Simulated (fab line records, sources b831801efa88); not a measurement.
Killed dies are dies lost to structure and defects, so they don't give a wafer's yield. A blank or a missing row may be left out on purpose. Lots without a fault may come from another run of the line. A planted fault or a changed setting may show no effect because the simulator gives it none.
fab line records | flow sky130
record lots=10 wafers=30 last_day=50
route steps=708 shown LDD_LDN@302 SPACER@304 SD_N@353 SD_P@359
lots that met no fault: from a run of the same line without faults
start_h: hours from the record's first day to the start of the lot's first wafer shown | wait_h: hours since the lot's step before | " the same as in the row above | L1.1+2: a row that stands for several wafers | - no value, or no start given | * or withheld: withheld | < > ~ a bound
route shown NAME@n: a module of which the file shows steps, and the number in the route of the first | usual: mean/standard deviation of fault-free wafers | same: alike in all rows | chamber/n: place in a boat | sites: the reading at each site | _std_site: their standard deviation | _edge_site: outer sites' mean less inner sites' | radius_mm: how far each site lies from the wafer's centre | mask NAME#n: copy n | behind: the tool/chamber that last shaped the wafer | hold: why the lot was held/for how many hours/how that ended | device: the transistor (n, p or np) that didn't switch | end of line: the same wafers' tests at the end of the route | a step without rows: its recipe alone | killed: dies lost to structure and defects at the first sort, not the wafer's yield | map: a wafer's dies, x killed, . not, _ none there
set.NAME: the setting as run; set.NAME@STEP: as run at that earlier step | model.NAME: the simulator's own value behind a step, which no gauge read
steps of the route over a sample of lots; a table a step, a row a wafer
services: from which hour (start_h, from the record's first day; less than 0 if before it) a tool's chamber was out of use, for how many hours, and why
## steps
# step SKY_LDD_LDN_TW_MEAS_13
# usual LDD_LDN_TW=1487/7.7
# columns lot.wafer tool chamber start_h wait_h LDD_LDN_TW
L970.1 film_metro-01 - 522.57 0.1 1492
L970.2 " - " " 1494
L970.5 " - " " 1489
L973.2 film_metro-01 - 558.83 0.1 1481
L973.3 " - " " 1483
L973.5 " - " " 1479
L977.1 film_metro-01 - 593.25 0.1 1508
L977.2 " - " " 1498
L977.3 " - " " 1497
L979.4 film_metro-02 - 605.70 0.1 1480
L979.5 " - " " 1476
L979.6 " - " " 1486
L988.2 film_metro-04 - 678.26 0.1 1481
L988.4 " - " " 1474
L988.6 " - " " 1476
L989.2 film_metro-04 - 689.46 0.1 1482
L989.3 " - " " 1481
L989.4 " - " " 1475
L990.1 film_metro-04 - 694.61 0.1 1481
L990.3 " - " " 1482
L990.5 " - " " 1480
L991.3 film_metro-01 - 701.28 0.1 1491
L991.4 " - " " 1489
L991.5 " - " " 1490
L992.2 film_metro-02 - 710.04 0.1 1479
L992.3 " - " " 1479
L992.4 " - " " 1475
L993.1 film_metro-01 - 715.56 0.1 1498
L993.3 " - " " 1486
L993.4 " - " " 1500
# step SKY_SPACER_CVD_00
# recipe material=Si3N4 precursor=DCS/NH3 target_thk_nm=43.1 temp_c=770 time_s=740 pressure_mtorr=250
# usual spike_tc_lower_C=770.4/1.2 spike_tc_top_C=782.3/1.1 spike_tc_upper_C=771.7/1.5 susceptor_temp_C=770.03/0.27 zone_power_lower_pct=14.20/0.19
# columns lot.wafer tool chamber start_h wait_h spike_tc_lower_C spike_tc_top_C spike_tc_upper_C susceptor_temp_C zone_power_lower_pct
L970.1 lpcvd-02 1 522.68 0.0 769.9 782.3 772.8 769.95 14.33
L970.2 " 1 " " 770.1 782.8 772.6 769.92 14.09
L970.5 " 1 " " 770.7 782.2 772.1 770.32 14.22
L973.2 lpcvd-02 1 559.73 0.8 770.2 781.4 774.2 769.68 14.29
L973.3 " 1 " " 771.6 782.7 773.2 769.78 14.16
L973.5 " 1 " " 770.5 781.5 771.9 769.82 13.86
L977.1 lpcvd-02 1 594.56 1.1 770.7 782.6 770.6 769.78 14.27
L977.2 " 1 " " 770.0 780.8 773.4 769.92 14.44
L977.3 " 1 " " 769.3 784.3 774.2 769.94 14.11
L979.4 lpcvd-02 0 605.78 0.0 766.3 776.6 766.3 766.85 13.97
L979.5 " 0 " " 765.2 778.8 765.6 765.93 13.78
L979.6 " 0 " " 763.5 779.2 765.4 766.41 13.82
L988.2 lpcvd-02 0 678.36 0.0 767.6 781.9 770.2 769.75 14.05
L988.4 " 0 " " 770.9 780.7 768.6 769.97 14.00
L988.6 " 0 " " 769.0 781.3 770.0 770.24 14.24
L989.2 lpcvd-02 1 689.56 0.0 771.1 782.2 772.1 770.10 14.16
L989.3 " 1 " " 771.9 782.2 772.1 770.41 14.47
L989.4 " 1 " " 771.7 782.9 771.6 770.11 13.92
L990.1 lpcvd-02 1 695.15 0.4 770.1 783.6 770.9 770.23 14.40
L990.3 " 1 " " 772.7 781.7 769.9 769.89 14.27
L990.5 " 1 " " 771.0 782.4 772.6 770.22 14.42
L991.3 lpcvd-02 0 702.08 0.7 770.2 782.1 768.4 770.25 13.97
L991.4 " 0 " " 770.0 782.9 770.4 770.33 14.19
L991.5 " 0 " " 769.8 782.3 768.4 770.05 13.94
L992.2 lpcvd-02 1 710.14 0.0 772.0 782.5 771.2 770.33 14.40
L992.3 " 1 " " 769.3 780.8 771.6 770.23 14.28
L992.4 " 1 " " 770.4 782.0 773.2 770.32 14.53
L993.1 lpcvd-02 0 715.73 0.1 770.7 781.8 768.8 769.87 13.78
L993.3 " 0 " " 770.0 782.6 771.0 769.92 14.04
L993.4 " 0 " " 772.1 782.7 769.3 770.09 13.88
# step SKY_SPACER_THK_MEAS_01
# recipe reads=Si3N4_of_SPACER_CVD_00
# usual SPACER_CVD_00_THK=42.9/0.38
# columns lot.wafer tool chamber start_h wait_h SPACER_CVD_00_THK[nm]
L970.1 film_metro-03 - 524.49 0.0 43.0
L970.2 " - " " 42.7
L970.5 " - " " 42.8
L973.2 film_metro-02 - 560.95 0.0 43.0
L973.3 " - " " 43.1
L973.5 " - " " 42.7
L977.1 film_metro-02 - 595.77 0.0 43.2
L977.2 " - " " 43.2
L977.3 " - " " 42.9
L979.4 film_metro-01 - 607.02 0.0 39.9
L979.5 " - " " 40.3
L979.6 " - " " 39.7
L988.2 film_metro-03 - 680.18 0.0 42.6
L988.4 " - " " 42.7
L988.6 " - " " 42.6
L989.2 film_metro-03 - 690.78 0.0 42.9
L989.3 " - " " 43.1
L989.4 " - " " 43.2
L990.1 film_metro-02 - 696.35 0.0 43.0
L990.3 " - " " 43.3
L990.5 " - " " 43.4
L991.3 film_metro-02 - 703.30 0.0 42.5
L991.4 " - " " 42.7
L991.5 " - " " 43.0
L992.2 film_metro-03 - 711.36 0.0 42.6
L992.3 " - " " 42.4
L992.4 " - " " 42.6
L993.1 film_metro-01 - 716.94 0.0 42.8
L993.3 " - " " 42.5
L993.4 " - " " 42.6
# step SKY_SPACER_ETCHBACK_02
# recipe chemistry=CH3F/O2 target=Si3N4 stop_on=SiO2 source_w=400 bias_w=80 pressure_mtorr=25 ch3f_flow_sccm=40 O2_flow_sccm=30 time_s=46.7 target_depth_a=450
# usual chamber_pressure_mTorr=25.001/0.023 drypump_motor_current_A=5.5/0.48 oes_product_au=0.853/0.0062 throttle_valve_pct=10.562/0.0089
# columns lot.wafer tool chamber start_h wait_h chamber_pressure_mTorr drypump_motor_current_A oes_product_au rf_hours_counter_h throttle_valve_pct
L970.1 rie_diel-02 3 524.55 0.1 25.007 4.6 0.864 2 10.567
L970.2 " 2 " " 25.009 5.3 0.856 4 10.556
L970.5 " 2 " " 24.973 5.4 0.852 - 10.558
L973.2 rie_diel-02 1 561.00 0.0 25.008 5.3 0.855 1 10.566
L973.3 " 2 " " 25.032 5.3 0.859 5 10.571
L973.5 " 0 " " 24.954 5.3 0.853 - 10.558
L977.1 rie_diel-04 1 595.83 0.1 25.017 5.5 0.856 6 10.568
L977.2 " 0 " " 25.031 6.1 0.864 10 10.564
L977.3 " 3 " " 25.013 6.1 0.846 16 10.567
L979.4 rie_diel-02 0 607.05 0.0 24.984 5.2 0.817 2 10.551
L979.5 " 0 " " 25.050 5.2 0.826 - 10.544
L979.6 " 3 " " 24.995 4.6 0.805 - 10.547
L988.2 rie_diel-04 0 680.23 0.0 25.028 6.1 0.851 12 10.577
L988.4 " 3 " " 24.997 6.1 0.854 18 10.542
L988.6 " 1 " " 24.992 5.6 0.857 - 10.564
L989.2 rie_diel-04 1 690.83 0.0 24.981 5.5 0.857 8 10.556
L989.3 " 0 " " 24.960 6.1 0.858 12 10.559
L989.4 " 3 " " 24.998 6.1 0.866 18 10.552
L990.1 rie_diel-04 0 696.41 0.1 24.976 6.1 0.846 12 10.570
L990.3 " 2 " " 25.027 5.0 0.857 18 10.568
L990.5 " 0 " " 24.988 6.1 0.861 - 10.586
L991.3 rie_diel-03 0 703.34 0.0 24.986 6.2 0.849 8 10.555
L991.4 " 2 " " 25.018 4.7 0.846 15 10.577
L991.5 " 0 " " 24.966 6.2 0.857 - 10.567
L992.2 rie_diel-02 3 711.41 0.0 25.016 4.6 0.850 6 10.556
L992.3 " 1 " " 24.996 5.3 0.849 4 10.569
L992.4 " 2 " " 25.004 5.3 0.839 7 10.567
L993.1 rie_diel-04 2 717.00 0.1 25.028 5.0 0.850 18 10.564
L993.3 " 0 " " 24.960 6.1 0.848 13 10.562
L993.4 " 3 " " 25.018 6.1 0.852 19 10.560
# step SKY_SD_N_STRIP_11
# recipe chemistry=O2/N2 power_w=1400 pressure_mtorr=1500 platen_temp_c=withheld o2_flow_sccm=3000 n2_flow_sccm=300 overash_fraction=0.5
# usual chamber_pressure_mTorr=1500.0/1.3 drypump_motor_current_A=5.6/0.38 oes_product_au=0.528/0.0042 strip_time_to_endpoint_s=22.53/0.039
# columns lot.wafer tool chamber start_h wait_h chamber_pressure_mTorr drypump_motor_current_A oes_product_au rf_hours_counter_h strip_time_to_endpoint_s
L970.1 plasma_asher-02 1 643.23 0.1 1501.5 5.8 0.525 80 22.56
L970.2 " 0 " " 1499.2 6.4 0.524 80 22.54
L970.5 " 1 " " 1499.3 5.8 0.530 - 22.57
L973.2 plasma_asher-02 1 678.28 0.1 1501.6 5.8 0.525 83 22.53
L973.3 " 0 " " 1499.3 6.4 0.525 - 22.56
L973.5 " 0 " " 1498.2 6.4 0.527 - 22.57
L977.1 plasma_asher-04 0 709.33 0.1 1499.9 5.4 0.525 29 22.48
L977.2 " 1 " " 1500.6 5.8 0.536 29 22.53
L977.3 " 0 " " 1501.7 5.4 0.531 - 22.51
L979.4 plasma_asher-04 1 721.16 0.1 1498.9 5.8 0.528 - 22.59
L979.5 " 0 " " 1501.1 5.4 0.534 - 22.63
L979.6 " 1 " " 1500.0 5.7 0.532 - 22.61
L988.2 plasma_asher-01 0 789.48 0.1 1497.8 5.1 0.530 65 22.49
L988.4 " 0 " " 1497.8 5.1 0.529 - 22.52
L988.6 " 1 " " 1501.0 5.6 0.529 - 22.51
L989.2 plasma_asher-04 0 799.14 0.1 1499.0 5.4 0.531 38 22.49
L989.3 " 0 " " 1499.4 5.4 0.528 - 22.52
L989.4 " 1 " " 1500.4 5.8 0.520 - 22.51
L990.1 plasma_asher-04 0 804.34 0.1 1499.3 5.4 0.529 39 22.52
L990.3 " 0 " " 1500.4 5.4 0.527 - 22.55
L990.5 " 1 " " 1499.6 5.8 0.529 - 22.56
L991.3 plasma_asher-01 0 811.57 0.1 1501.0 5.1 0.529 - 22.42
L991.4 " 1 " " 1498.9 5.6 0.523 - 22.46
L991.5 " 0 " " 1501.0 5.1 0.528 - 22.47
L992.2 plasma_asher-02 1 819.62 0.1 1501.1 5.8 0.529 97 22.48
L992.3 " 1 " " 1498.8 5.8 0.531 - 22.54
L992.4 " 0 " " 1502.4 6.4 0.524 - 22.51
L993.1 plasma_asher-01 1 824.15 0.1 1496.3 5.6 0.528 69 22.48
L993.3 " 0 " " 1497.7 5.1 0.527 - 22.53
L993.4 " 1 " " 1500.5 5.6 0.518 - 22.56
# step SKY_SD_N_RS_MEAS_17
# recipe thk_meas_gauge=four-point-probe
# usual SD_P_RS=147.6/0.32
# columns lot.wafer tool chamber start_h wait_h SD_P_RS[ohm/sq]
L970.1 film_metro-04 - 643.78 0.1 148.1
L970.2 " - " " 147.6
L970.5 " - " " 148.1
L973.2 film_metro-04 - 678.80 0.1 147.3
L973.3 " - " " 147.4
L973.5 " - " " 147.5
L977.1 film_metro-03 - 709.83 0.1 147.1
L977.2 " - " " 147.3
L977.3 " - " " 147.1
L979.4 film_metro-01 - 721.74 0.1 147.5
L979.5 " - " " 147.9
L979.6 " - " " 147.8
L988.2 film_metro-03 - 790.01 0.1 147.4
L988.4 " - " " 147.5
L988.6 " - " " 147.5
L989.2 film_metro-03 - 799.72 0.1 147.4
L989.3 " - " " 147.5
L989.4 " - " " 147.9
L990.1 film_metro-03 - 804.84 0.1 147.6
L990.3 " - " " 148.1
L990.5 " - " " 147.6
L991.3 film_metro-03 - 812.08 0.1 147.7
L991.4 " - " " 147.3
L991.5 " - " " 147.5
L992.2 film_metro-01 - 820.15 0.1 147.3
L992.3 " - " " 147.0
L992.4 " - " " 146.9
L993.1 film_metro-04 - 824.65 0.1 147.3
L993.3 " - " " 147.3
L993.4 " - " " 147.7
## services
# columns tool chamber start_h hours kind
rie_diel-03 - 508.56 2.0 repair
rie_diel-02 3 510.58 4.7 repair
plasma_asher-02 - 519.09 1.8 repair
rie_diel-03 2 528.93 2.4 repair
plasma_asher-01 - 560.41 15.6 pm
rie_diel-04 3 580.80 5.7 repair
rie_diel-02 1 594.84 2.3 repair
rie_diel-03 0 596.37 6.0 repair
plasma_asher-01 - 604.06 14.6 pm
rie_diel-04 1 608.30 4.7 repair
rie_diel-02 - 608.96 2.8 pm
rie_diel-03 2 616.88 12.5 repair
plasma_asher-04 - 629.81 3.6 repair
rie_diel-03 - 641.86 0.7 repair
rie_diel-04 1 647.15 1.8 repair
lpcvd-02 - 658.28 6.0 pm
rie_diel-04 3 727.87 2.7 repair
rie_diel-02 - 782.14 14.6 pm
plasma_asher-01 - 786.97 1.5 repair
rie_diel-04 - 788.30 1.8 repair
plasma_asher-02 - 797.28 6.6 repair
plasma_asher-02 - 806.55 0.7 repair
rie_diel-02 2 809.07 3.5 repair
plasma_asher-02 - 814.75 4.6 repair
## key
first_sign step=SKY_SPACER_CVD_00 reading=susceptor_temp_C direction=down sigmas=13 usual=* struck=*
effect step=SKY_SPACER_CVD_00 reading=spike_tc_lower_C direction=down sigmas=4.4 usual=770.4 struck=765.0
effect step=SKY_SPACER_THK_MEAS_01 reading=SPACER_CVD_00_THK direction=down sigmas=7.7 usual=42.9 struck=39.9
effect step=SKY_SPACER_ETCHBACK_02 reading=oes_product_au direction=down sigmas=6.1 usual=0.853 struck=0.816
met_at SKY_SPACER_CVD_00
struck_lots L979
struck_wafers L979.4,L979.5,L979.6
tester_left_out L979
not_acting_at SKY_LDD_LDN_TW_MEAS_13,SKY_SD_N_STRIP_11,SKY_SD_N_RS_MEAS_17
fault kind=process_parameter_drift tool=lpcvd-02 chamber=0 onset_h=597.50 steps=SKY_SPACER_CVD_00 channel=temp_c offset=* shape=step end_h=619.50 acts_in=* stated=*
# tester_left_out: of these lots the tester's yield and bins aren't shown, on N5 and GAA mostly nor the transistor test; their killed dies are dies lost to structure and defects alone, not to doping, threshold or leakage, so they don't give the yield
